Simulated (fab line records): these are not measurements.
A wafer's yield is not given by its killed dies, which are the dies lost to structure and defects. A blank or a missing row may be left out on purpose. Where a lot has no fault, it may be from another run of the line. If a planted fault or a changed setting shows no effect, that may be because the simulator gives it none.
fab line records | flow sfq-line
[record] lots = 6 wafers = 18 last-day = 100
route steps=325 shown L0@9 L0V@16
lots untouched by any fault: they come from a run of this same line in which no faults occurred
start-h: start of the lot's first displayed wafer, in hours after the record's first day | wait-h: hours from the lot's prior step to this one | " as in the row above | L1.1+2: one row covering several wafers at once | - either no value or no given start | * or withheld: withheld | < > ~ a bound
route shown NAME@n: a module of which the file shows steps, and the number in the route of the first | usual: average and standard deviation across the fault-free wafers | same: alike in all rows | chamber/n: place in a boat | sites: readings site by site | _std_site: the standard deviation of these | _edge_site: mean of outer sites minus mean of inner sites | radius-mm: for every site, how far away it sits from the centre of the wafer | mask NAME#n: copy n | behind: tool/chamber where the wafer was last shaped | hold: why the lot was held/for how many hours/how that ended | device: names the non-switching transistor (n, p or np) | end of line: at the end of the route, the tests of the same wafers | a step given without rows: its recipe and nothing more | killed: dies that structure and defects cost at the first sort, which is not the same as the wafer's yield | map: per-die view of a wafer (x killed, . not killed, _ where there is no die)
set.NAME: the setting as run; set.NAME@STEP: as run at that earlier step | model.NAME: the simulator's own value behind a step, which no gauge read
a table for each step, a row for each wafer; lots at some steps of the route
services: from which hour (start-h, from the record's first day; less than 0 if before it) a tool's chamber was out of use, for how many hours, and why
[[steps]]
[step SFQ_TRILAYER_L0_LITHO_EXPOSE_006]
[recipe] mask-id = L0 na = 0.6 source-shape = conventional sigma-outer = 0.65 target-cd-nm = 2000 dose-mj = 14.4
[step SFQ_TRILAYER_L0_LITHO_PEB_008]
[recipe] peb-temp-c = 115 peb-time-s = 60 resist = KrF
[step SFQ_TRILAYER_L0_LITHO_DEVELOP_007]
[recipe] time-s = 60 resist = KrF
[step SFQ_TRILAYER_L0_BARC_OPEN_METAL_ETCH_010]
[recipe] mask-material = PR chemistry = O2 target-depth-nm = 125 target = BARC icp-w = 600 bias-w = 80 pressure-mtorr = 10 time-s = 41.7
[usual] drypump-motor-current-A = 6.0/0.42 oes-product-au = 0.685/0.0044
// columns lot.wafer tool chamber start-h wait-h drypump-motor-current-A oes-product-au rf-hours-counter-h
L636.4 rie-metal-02 1 86.29 0.1 6.3 0.675 -
L636.5 " 0 " " 5.6 0.683 -
L636.6 " 1 " " 6.3 0.690 -
L650.3 rie-metal-02 0 170.57 0.3 5.6 0.682 -
L650.4 " 1 " " 6.4 0.674 -
L650.6 " 1 " " 6.4 0.692 -
L651.1 rie-metal-02 0 176.36 0.1 5.6 0.685 45
L651.5 " 0 " " 5.6 0.686 -
L651.6 " 1 " " 6.3 0.687 -
L654.1 rie-metal-03 0 193.40 0.1 6.0 0.685 179
L654.2 " 0 " " 6.0 0.686 -
L654.4 " 0 " " 6.0 0.695 -
L658.2 rie-metal-03 0 222.22 0.1 6.0 0.688 -
L658.3 " 0 " " 6.0 0.687 -
L658.6 " 0 " " 6.0 0.680 -
L659.2 rie-metal-03 0 225.82 0.1 6.0 0.682 -
L659.4 " 0 " " 6.0 0.676 -
L659.5 " 0 " " 6.0 0.683 -
[step SFQ_TRILAYER_L0_ETCH_METAL_ETCH_008]
[recipe] target = MoNx_KI stop-on = SiO2 mask-material = PR chemistry = SF6/O2 target-depth-nm = 50 icp-w = 600 bias-w = 80 pressure-mtorr = 10 time-s = 25
[usual] drypump-motor-current-A = 6.0/0.43 oes-product-au = 0.872/0.0068
// columns lot.wafer tool chamber start-h wait-h drypump-motor-current-A oes-product-au rf-hours-counter-h
L636.4 rie-metal-02 1 86.34 0.0 6.4 0.878 -
L636.5 " 0 " " 5.6 0.874 -
L636.6 " 1 " " 6.3 0.872 -
L650.3 rie-metal-02 0 170.63 0.0 5.6 0.862 -
L650.4 " 1 " " 6.4 0.873 -
L650.6 " 1 " " 6.4 0.875 -
L651.1 rie-metal-02 0 176.42 0.0 5.6 0.886 45
L651.5 " 0 " " 5.6 0.873 -
L651.6 " 1 " " 6.4 0.871 -
L654.1 rie-metal-03 0 193.51 0.1 6.0 0.871 179
L654.2 " 0 " " 6.0 0.866 -
L654.4 " 0 " " 6.0 0.872 -
L658.2 rie-metal-03 0 222.33 0.1 5.9 0.880 -
L658.3 " 0 " " 6.0 0.878 -
L658.6 " 0 " " 6.0 0.875 -
L659.2 rie-metal-03 0 225.93 0.1 6.0 0.861 -
L659.4 " 0 " " 6.0 0.874 -
L659.5 " 0 " " 6.0 0.870 -
[step SFQ_TRILAYER_L0_STRIP_STRIP_009]
[recipe] gas = O2 power-w = 200 platen-temp-c = 40 overash-fraction = 0.65 chemistry = O2 pressure-mtorr = 50
[usual] drypump-motor-current-A = 6.0/0.43 oes-product-au = 1.002/0.0092
// columns lot.wafer tool chamber start-h wait-h drypump-motor-current-A oes-product-au rf-hours-counter-h
L636.4 rie-metal-02 1 86.57 0.2 6.3 0.996 -
L636.5 " 0 " " 5.6 1.012 -
L636.6 " 1 " " 6.3 1.001 -
L650.3 rie-metal-02 0 170.86 0.2 5.6 1.004 -
L650.4 " 1 " " 6.4 0.993 -
L650.6 " 1 " " 6.4 0.991 -
L651.1 rie-metal-02 0 176.46 0.0 5.6 1.004 45
L651.5 " 0 " " 5.6 0.994 -
L651.6 " 1 " " 6.4 0.994 -
L654.1 rie-metal-03 0 193.61 0.1 6.0 1.002 179
L654.2 " 0 " " 6.0 1.014 -
L654.4 " 0 " " 6.0 1.009 -
L658.2 rie-metal-03 0 222.61 0.3 6.0 1.020 -
L658.3 " 0 " " 6.0 1.009 -
L658.6 " 0 " " 6.0 1.009 -
L659.2 rie-metal-03 0 226.21 0.3 6.0 1.016 -
L659.4 " 0 " " 6.0 1.012 -
L659.5 " 0 " " 6.0 1.019 -
[step SFQ_TRILAYER_L0_STRIP_SOLV_CLEAN_010]
[recipe] chemistry = NMP temp-c = 70 time-s = 600
[step SFQ_TRILAYER_L0_CAP_PECVD_011]
[recipe] material = SiO2 temp-c = 150 time-s = 13.333 pressure-torr = 2.4 rf-w = 183.3 precursor = SiH4/N2O target-thk-nm = 60
[usual] heater-power-w = 81/14 showerhead-vpp-V = 818/35 throttle-valve-pct = 25.3/0.88
// columns lot.wafer tool chamber start-h wait-h heater-power-w showerhead-vpp-V throttle-valve-pct
L636.4 pecvd-02 0 87.16 0.0 65 802 24.9
L636.5 " 1 " " 66 821 25.6
L636.6 " 2 " " 94 767 25.8
L650.3 pecvd-01 0 171.45 0.0 106 862 26.3
L650.4 " 1 " " 77 840 25.5
L650.6 " 0 " " 106 853 26.1
L651.1 pecvd-01 2 177.24 0.0 81 899 26.6
L651.5 " 1 " " 82 820 25.4
L651.6 " 2 " " 82 877 26.6
L654.1 pecvd-02 0 194.98 0.0 62 818 24.8
L654.2 " 1 " " 65 804 25.5
L654.4 " 0 " " 60 814 25.0
L658.2 pecvd-01 1 224.02 0.0 78 843 23.1
L658.3 " 0 " " 103 847 23.5
L658.6 " 1 " " 79 824 23.1
L659.2 pecvd-02 1 227.62 0.0 68 829 25.6
L659.4 " 2 " " 92 755 26.0
L659.5 " 0 " " 69 810 24.9
[step SFQ_TRILAYER_L0_VIA_LITHO_COAT_018]
[recipe] resist = BARC spin-rpm = 3000 resist-thk-nm = 62
[step SFQ_TRILAYER_L0_VIA_LITHO_COAT_013]
[recipe] resist = KrF spin-rpm = 3000 resist-thk-nm = 650
[step SFQ_TRILAYER_L0_VIA_LITHO_SOFTBAKE_017]
[recipe] temp-c = withheld time-s = withheld resist = KrF
[step SFQ_TRILAYER_L0_VIA_LITHO_EXPOSE_014]
[recipe] mask-id = L0V na = 0.6 source-shape = conventional sigma-outer = 0.65 target-cd-nm = 700 dose-mj = 21.3
[step SFQ_TRILAYER_L0_VIA_LITHO_PEB_016]
[recipe] peb-temp-c = 115 peb-time-s = 60 resist = KrF
[usual] heater-power-total-W = 79.15/0.074 plate-temp-C = 115.00/0.13
[same] peb-time-s = 60
// columns lot.wafer tool chamber start-h wait-h heater-power-total-W plate-temp-C
L636.4 litho-track-03 0 174.93 0.5 79.17 114.92
L636.5 " 0 " " 79.14 114.86
L636.6 " 0 " " 79.25 115.24
L650.3 litho-track-01 0 276.04 0.7 79.81 115.99
L650.4 " 0 " " 79.83 115.93
L650.6 " 0 " " 79.93 115.97
L651.1 litho-track-01 0 285.94 1.0 79.91 115.63
L651.5 " 0 " " 79.82 115.80
L651.6 " 0 " " 79.82 115.82
L654.1 litho-track-03 0 312.46 1.0 79.25 115.15
L654.2 " 0 " " 79.05 115.14
L654.4 " 0 " " 79.16 114.96
L658.2 litho-track-01 0 347.43 0.8 78.99 114.96
L658.3 " 0 " " 79.21 114.87
L658.6 " 0 " " 79.12 114.93
L659.2 litho-track-01 0 350.67 0.8 79.16 114.97
L659.4 " 0 " " 79.19 114.81
L659.5 " 0 " " 79.18 114.73
[step SFQ_TRILAYER_L0_VIA_LITHO_DEVELOP_015]
[recipe] time-s = 60 resist = KrF
[step SFQ_L0V_OVL_MEAS_903]
[usual] L0V_OVL = 4/5.2
// columns lot.wafer tool chamber start-h wait-h L0V_OVL[nm]
L636.4 overlay-02 - 175.18 0.1 -5
L636.5 " - " " 4
L636.6 " - " " -7
L650.3 overlay-01 - 276.30 0.1 3
L650.4 " - " " 4
L650.6 " - " " 7
L651.1 overlay-01 - 286.24 0.1 4
L651.5 " - " " 7
L651.6 " - " " 11
L654.1 overlay-01 - 312.76 0.1 -4
L654.2 " - " " -5
L654.4 " - " " 0
L658.2 overlay-01 - 347.72 0.1 15
L658.3 " - " " 11
L658.6 " - " " 13
L659.2 overlay-02 - 350.95 0.1 4
L659.4 " - " " 4
L659.5 " - " " -5
[step SFQ_TRILAYER_L0_VIA_BARC_OPEN_VIA_ETCH_021]
[recipe] mask-material = PR chemistry = O2 target-depth-nm = 125 target = BARC source-w = 500 bias-w = 80 pressure-mtorr = 30 time-s = 41.7
[usual] drypump-motor-current-A = 5.8/0.46 oes-product-au = 0.685/0.0047
// columns lot.wafer tool chamber start-h wait-h drypump-motor-current-A oes-product-au rf-hours-counter-h model.L0V.cd-nm
L636.4 rie-diel-03 2 175.19 0.0 5.4 0.687 54 699.6
L636.5 " 3 " " 5.1 0.685 - 701.5
L636.6 " 2 " " 5.5 0.685 - 701
L650.3 rie-diel-03 2 276.32 0.0 5.4 0.690 54 714.8
L650.4 " 0 " " 5.4 0.675 7 713.7
L650.6 " 2 " " 5.5 0.685 - 714.3
L651.1 rie-diel-04 3 286.28 0.0 5.7 0.685 39 712.4
L651.5 " 1 " " 6.0 0.693 - 714.4
L651.6 " 3 " " 5.7 0.677 - 713.2
L654.1 rie-diel-03 1 312.80 0.0 6.4 0.691 80 702
L654.2 " 3 " " 5.1 0.692 41 701.9
L654.4 " 2 " " 5.5 0.678 55 701.8
L658.2 rie-diel-03 0 347.75 0.0 5.4 0.690 7 698.8
L658.3 " 1 " " 6.5 0.687 80 701.4
L658.6 " 1 " " 6.5 0.688 - 700.8
L659.2 rie-diel-02 1 350.98 0.0 5.6 0.684 74 698.1
L659.4 " 2 " " 6.1 0.689 15 698.2
L659.5 " 2 " " 6.1 0.696 - 697.3
[step SFQ_TRILAYER_L0_VIA_ETCH_VIA_ETCH_016]
[recipe] target = SiO2 stop-on = MoNx_KI mask-material = PR chemistry = CHF3 target-depth-nm = 80 source-w = 500 bias-w = 80 pressure-mtorr = 30 time-s = withheld
[usual] drypump-motor-current-A = 5.8/0.46 oes-product-au = 0.844/0.009
// columns lot.wafer tool chamber start-h wait-h drypump-motor-current-A oes-product-au model.L0V.cd-nm
L636.4 rie-diel-03 2 175.23 0.0 5.5 0.845 699.6
L636.5 " 3 " " 5.1 0.859 703.1
L636.6 " 2 " " 5.5 0.860 700.6
L650.3 rie-diel-03 2 276.36 0.0 5.5 0.847 713.6
L650.4 " 0 " " 5.5 0.842 714.3
L650.6 " 2 " " 5.4 0.849 713.7
L651.1 rie-diel-04 3 286.32 0.0 5.6 0.857 712.8
L651.5 " 1 " " 6.0 0.871 714
L651.6 " 3 " " 5.7 0.871 713.7
L654.1 rie-diel-03 1 312.84 0.0 6.5 0.841 701.8
L654.2 " 3 " " 5.1 0.848 702.7
L654.4 " 2 " " 5.5 0.836 701.1
L658.2 rie-diel-03 0 347.78 0.0 5.4 0.839 699.2
L658.3 " 1 " " 6.5 0.833 701.2
L658.6 " 1 " " 6.5 0.833 700.7
L659.2 rie-diel-02 1 351.02 0.0 5.6 0.836 698.3
L659.4 " 2 " " 6.2 0.848 698
L659.5 " 2 " " 6.1 0.853 697.6
[step SFQ_TRILAYER_L0_VIA_STRIP_STRIP_017]
[recipe] gas = O2 power-w = 200 platen-temp-c = 40 overash-fraction = 0.65 chemistry = O2 pressure-mtorr = 50
[usual] drypump-motor-current-A = 6.0/0.43 oes-product-au = 1.000/0.0084
// columns lot.wafer tool chamber start-h wait-h drypump-motor-current-A oes-product-au rf-hours-counter-h
L636.4 rie-metal-02 0 175.48 - 5.6 1.003 -
L636.5 " 0 " " 5.6 1.003 -
L636.6 " 1 " " 6.4 1.004 -
L650.3 rie-metal-02 1 276.61 - 6.3 1.000 -
L650.4 " 0 " " 5.6 1.005 -
L650.6 " 1 " " 6.3 1.001 -
L651.1 rie-metal-02 0 286.36 - 5.6 0.996 60
L651.5 " 0 " " 5.6 1.002 -
L651.6 " 1 " " 6.4 0.991 -
L654.1 rie-metal-02 1 312.89 - 6.3 0.999 110
L654.2 " 0 " " 5.6 1.011 63
L654.4 " 0 " " 5.6 1.006 -
L658.2 rie-metal-01 1 347.83 - 5.5 0.988 116
L658.3 " 0 " " 5.8 1.007 -
L658.6 " 1 " " 5.5 0.986 -
L659.2 rie-metal-01 1 351.07 - 5.5 0.988 116
L659.4 " 0 " " 5.8 1.004 -
L659.5 " 1 " " 5.5 0.984 -
[[services]]
// columns tool chamber start-h hours kind
rie-diel-04 1 81.08 5.1 repair
pecvd-01 2 87.03 20.0 repair
rie-diel-02 2 100.73 5.7 repair
pecvd-02 0 122.96 4.3 repair
rie-metal-03 0 128.06 51.6 repair
rie-diel-03 - 129.13 0.2 repair
rie-diel-02 2 132.74 5.9 repair
rie-diel-03 1 155.52 6.4 repair
rie-metal-03 1 157.27 74.5 repair
rie-diel-04 - 165.31 2.8 pm
rie-metal-01 1 170.31 9.6 repair
pecvd-02 1 184.79 5.0 repair
rie-diel-02 - 184.82 0.3 repair
rie-diel-03 - 193.97 15.6 pm
pecvd-01 - 194.25 14.0 pm
rie-diel-04 1 221.08 11.4 repair
rie-diel-02 - 232.98 0.6 repair
rie-metal-03 0 243.55 4.4 repair
rie-diel-02 - 250.96 2.8 pm
rie-diel-02 - 258.81 3.0 repair
rie-metal-02 - 266.28 2.8 pm
rie-diel-03 - 294.89 2.8 pm
pecvd-01 - 324.64 2.8 pm
pecvd-01 - 328.00 1.1 repair
[[key]]
[first-sign] step = SFQ_TRILAYER_L0_VIA_LITHO_PEB_016 reading = heater-power-total-W direction = up sigmas = 9.4 usual = 79.15 struck = 79.85
[effect] step = SFQ_TRILAYER_L0_VIA_LITHO_PEB_016 reading = plate-temp-C direction = up sigmas = 6.5 usual = * struck = *
[model-effect] step = SFQ_TRILAYER_L0_VIA_BARC_OPEN_VIA_ETCH_021 value = L0V.cd-nm without = 698.6 struck = 713.8
[model-effect] step = SFQ_TRILAYER_L0_VIA_ETCH_VIA_ETCH_016 value = L0V.cd-nm without = 698.5 struck = 713.7
met-at SFQ_TRILAYER_L0_VIA_LITHO_PEB_016
struck-wafers L650.3,L650.4,L650.6,L651.1,L651.5,L651.6
[fault] kind = process-parameter-drift tool = litho-track-01 chamber = - onset-h = 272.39 steps = SFQ_TRILAYER_L0_VIA_LITHO_PEB_016 channel = peb-temp-c offset = * shape = step end-h = 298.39 acts-in = * stated = *
